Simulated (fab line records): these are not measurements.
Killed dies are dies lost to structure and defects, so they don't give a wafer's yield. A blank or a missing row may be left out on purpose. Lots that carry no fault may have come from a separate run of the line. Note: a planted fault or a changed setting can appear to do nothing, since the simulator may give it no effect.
Split-lot experiment :: flow sfqLine :: route with 325 steps; 5 lots, 23 wafers read

SPLIT DETAILS
At SFQ_TRILAYER_A5C_DEP_PECVD_142 (deposits SiO2 from SiH4/N2O, time 15.556 s, target thk 70 nm), the setting timeS was moved away from the recipe's 15.556 s on 7 of the 23 wafers read, by -8.7% to +10.9%. All remaining wafers had this setting at the recipe value.

The split's own step is where the reading is taken.

THE READING
SiO2_of_TRILAYER_A5C_DEP_PECVD_142.thkNm (the simulator's own value, which no gauge read), in nm, at SFQ_TRILAYER_A5C_DEP_PECVD_142 (deposits SiO2 from SiH4/N2O, time 15.556 s, target thk 70 nm). The file gives no usual value for it. Here, 16 wafers ran the recipe; their average is 69.82 nm with a standard deviation of 1 nm.

wafer: L077.1
tool, chamber at the split: pecvd-02, 2
timeS as run, s: 15.556
against the recipe: recipe
SiO2_of_TRILAYER_A5C_DEP_PECVD_142.thkNm, nm: 69.51
against lot-mates on the recipe: -

wafer: L077.2
tool, chamber at the split: pecvd-02, 0
timeS as run, s: 15.556
against the recipe: recipe
SiO2_of_TRILAYER_A5C_DEP_PECVD_142.thkNm, nm: 68.65
against lot-mates on the recipe: -

wafer: L077.4
tool, chamber at the split: pecvd-02, 1
timeS as run, s: 15.556
against the recipe: recipe
SiO2_of_TRILAYER_A5C_DEP_PECVD_142.thkNm, nm: 71.29
against lot-mates on the recipe: -

wafer: L077.5
tool, chamber at the split: pecvd-02, 0
timeS as run, s: 15.556
against the recipe: recipe
SiO2_of_TRILAYER_A5C_DEP_PECVD_142.thkNm, nm: 70.56
against lot-mates on the recipe: -

wafer: L077.6
tool, chamber at the split: pecvd-02, 2
timeS as run, s: 15.556
against the recipe: recipe
SiO2_of_TRILAYER_A5C_DEP_PECVD_142.thkNm, nm: 70.34
against lot-mates on the recipe: -

wafer: L079.1
tool, chamber at the split: pecvd-03, 1
timeS as run, s: 15.556
against the recipe: recipe
SiO2_of_TRILAYER_A5C_DEP_PECVD_142.thkNm, nm: 68.35
against lot-mates on the recipe: -

wafer: L079.2
tool, chamber at the split: pecvd-03, 0
timeS as run, s: 14.2
against the recipe: -8.7%
SiO2_of_TRILAYER_A5C_DEP_PECVD_142.thkNm, nm: 61.93
against lot-mates on the recipe: -6.84

wafer: L079.3
tool, chamber at the split: pecvd-03, 2
timeS as run, s: 15.556
against the recipe: recipe
SiO2_of_TRILAYER_A5C_DEP_PECVD_142.thkNm, nm: 69.18
against lot-mates on the recipe: -

wafer: L079.4
tool, chamber at the split: pecvd-03, 2
timeS as run, s: 14.2
against the recipe: -8.7%
SiO2_of_TRILAYER_A5C_DEP_PECVD_142.thkNm, nm: 63.77
against lot-mates on the recipe: -4.99

wafer: L079.6
tool, chamber at the split: pecvd-03, 1
timeS as run, s: 14.2
against the recipe: -8.7%
SiO2_of_TRILAYER_A5C_DEP_PECVD_142.thkNm, nm: 63.55
against lot-mates on the recipe: -5.22

wafer: L080.1
tool, chamber at the split: pecvd-03, 1
timeS as run, s: 17.15
against the recipe: +10.2%
SiO2_of_TRILAYER_A5C_DEP_PECVD_142.thkNm, nm: 75.09
against lot-mates on the recipe: +5.95

wafer: L080.2
tool, chamber at the split: pecvd-03, 2
timeS as run, s: 15.556
against the recipe: recipe
SiO2_of_TRILAYER_A5C_DEP_PECVD_142.thkNm, nm: 68.56
against lot-mates on the recipe: -

wafer: L080.3
tool, chamber at the split: pecvd-03, 0
timeS as run, s: 15.556
against the recipe: recipe
SiO2_of_TRILAYER_A5C_DEP_PECVD_142.thkNm, nm: 68.91
against lot-mates on the recipe: -

wafer: L080.4
tool, chamber at the split: pecvd-03, 0
timeS as run, s: 15.556
against the recipe: recipe
SiO2_of_TRILAYER_A5C_DEP_PECVD_142.thkNm, nm: 69.95
against lot-mates on the recipe: -

wafer: L080.5
tool, chamber at the split: pecvd-03, 1
timeS as run, s: 17.15
against the recipe: +10.2%
SiO2_of_TRILAYER_A5C_DEP_PECVD_142.thkNm, nm: 77.24
against lot-mates on the recipe: +8.10

wafer: L081.1
tool, chamber at the split: pecvd-02, 0
timeS as run, s: 15.556
against the recipe: recipe
SiO2_of_TRILAYER_A5C_DEP_PECVD_142.thkNm, nm: 68.8
against lot-mates on the recipe: -

wafer: L081.4
tool, chamber at the split: pecvd-02, 2
timeS as run, s: 15.556
against the recipe: recipe
SiO2_of_TRILAYER_A5C_DEP_PECVD_142.thkNm, nm: 70.5
against lot-mates on the recipe: -

wafer: L081.5
tool, chamber at the split: pecvd-02, 1
timeS as run, s: 15.556
against the recipe: recipe
SiO2_of_TRILAYER_A5C_DEP_PECVD_142.thkNm, nm: 71.19
against lot-mates on the recipe: -

wafer: L085.2
tool, chamber at the split: pecvd-02, 2
timeS as run, s: 17.25
against the recipe: +10.9%
SiO2_of_TRILAYER_A5C_DEP_PECVD_142.thkNm, nm: 76.54
against lot-mates on the recipe: +6.08

wafer: L085.3
tool, chamber at the split: pecvd-02, 0
timeS as run, s: 15.556
against the recipe: recipe
SiO2_of_TRILAYER_A5C_DEP_PECVD_142.thkNm, nm: 69.61
against lot-mates on the recipe: -

wafer: L085.4
tool, chamber at the split: pecvd-02, 2
timeS as run, s: 15.556
against the recipe: recipe
SiO2_of_TRILAYER_A5C_DEP_PECVD_142.thkNm, nm: 71.69
against lot-mates on the recipe: -

wafer: L085.5
tool, chamber at the split: pecvd-02, 1
timeS as run, s: 17.25
against the recipe: +10.9%
SiO2_of_TRILAYER_A5C_DEP_PECVD_142.thkNm, nm: 79.44
against lot-mates on the recipe: +8.98

wafer: L085.6
tool, chamber at the split: pecvd-02, 0
timeS as run, s: 15.556
against the recipe: recipe
SiO2_of_TRILAYER_A5C_DEP_PECVD_142.thkNm, nm: 70.08
against lot-mates on the recipe: -

FIT RESULTS
A straight line over all 23 wafers: SiO2_of_TRILAYER_A5C_DEP_PECVD_142.thkNm changes by +0.72 nm for each +1% of timeS; r = +0.96; the points scatter about the line by 1.1 nm.
The same after taking each lot's own level away (the mean of its wafers on the recipe; 23 wafers): +0.675 nm for each +1%; r = +0.97; scatter 0.97 nm.
Per that fit: largest timeS move, reading shift of 7.4 nm.
Measured against the standard deviation above, the lots' own levels, which go from 68.765 to 70.460 nm, span 1.7 times it.
The two slopes are in agreement: the lot-to-lot level therefore moves the slope only a little.
Check: +7.73 nm against its lot-mates is what the line predicts for one of the wafers moved furthest among these (+10.9%) when that wafer is left out of the fit. Against them it came out at +6.08 nm.

ADDITIONAL SPLITS CARRIED BY THESE WAFERS
Other splits were also applied to these wafers ahead of the reading. Each is held against what the fit with the lots' levels taken away leaves over:
other split on the same wafers: SFQ_TRILAYER_M2_LITHO_COAT_057 spinRpm
wafers away from the commonest value: 4
r with SiO2_of_TRILAYER_A5C_DEP_PECVD_142.thkNm (lot level and that fit taken away): +0.13

other split on the same wafers: SFQ_TRILAYER_M3_LITHO_COAT_080 spinRpm
wafers away from the commonest value: 7
r with SiO2_of_TRILAYER_A5C_DEP_PECVD_142.thkNm (lot level and that fit taken away): +0.20

other split on the same wafers: SFQ_TRILAYER_M4_DEP_SPUTTER_091 powerW
wafers away from the commonest value: 7
r with SiO2_of_TRILAYER_A5C_DEP_PECVD_142.thkNm (lot level and that fit taken away): -0.09

other split on the same wafers: SFQ_TRILAYER_M4_LITHO_COAT_093 spinRpm
wafers away from the commonest value: 11
r with SiO2_of_TRILAYER_A5C_DEP_PECVD_142.thkNm (lot level and that fit taken away): -0.03

other split on the same wafers: SFQ_TRILAYER_M4_ETCH_METAL_ETCH_096 biasW
wafers away from the commonest value: 10
r with SiO2_of_TRILAYER_A5C_DEP_PECVD_142.thkNm (lot level and that fit taken away): -0.08

other split on the same wafers: SFQ_TRILAYER_JJ_TRILAYER_DEP_SPUTTER_110 powerW
wafers away from the commonest value: 11
r with SiO2_of_TRILAYER_A5C_DEP_PECVD_142.thkNm (lot level and that fit taken away): +0.14

other split on the same wafers: SFQ_TRILAYER_JJ_CE_LITHO_COAT_114 resistThkNm
wafers away from the commonest value: 9
r with SiO2_of_TRILAYER_A5C_DEP_PECVD_142.thkNm (lot level and that fit taken away): +0.28

other split on the same wafers: SFQ_TRILAYER_R5_BARC_OPEN_METAL_ETCH_177 icpW
wafers away from the commonest value: 12
r with SiO2_of_TRILAYER_A5C_DEP_PECVD_142.thkNm (lot level and that fit taken away): +0.37

FILE'S OWN FIT
SiO2_of_TRILAYER_A5C_DEP_PECVD_142.thkNm changes by +0.679 nm for each +1% of timeS, r = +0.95.
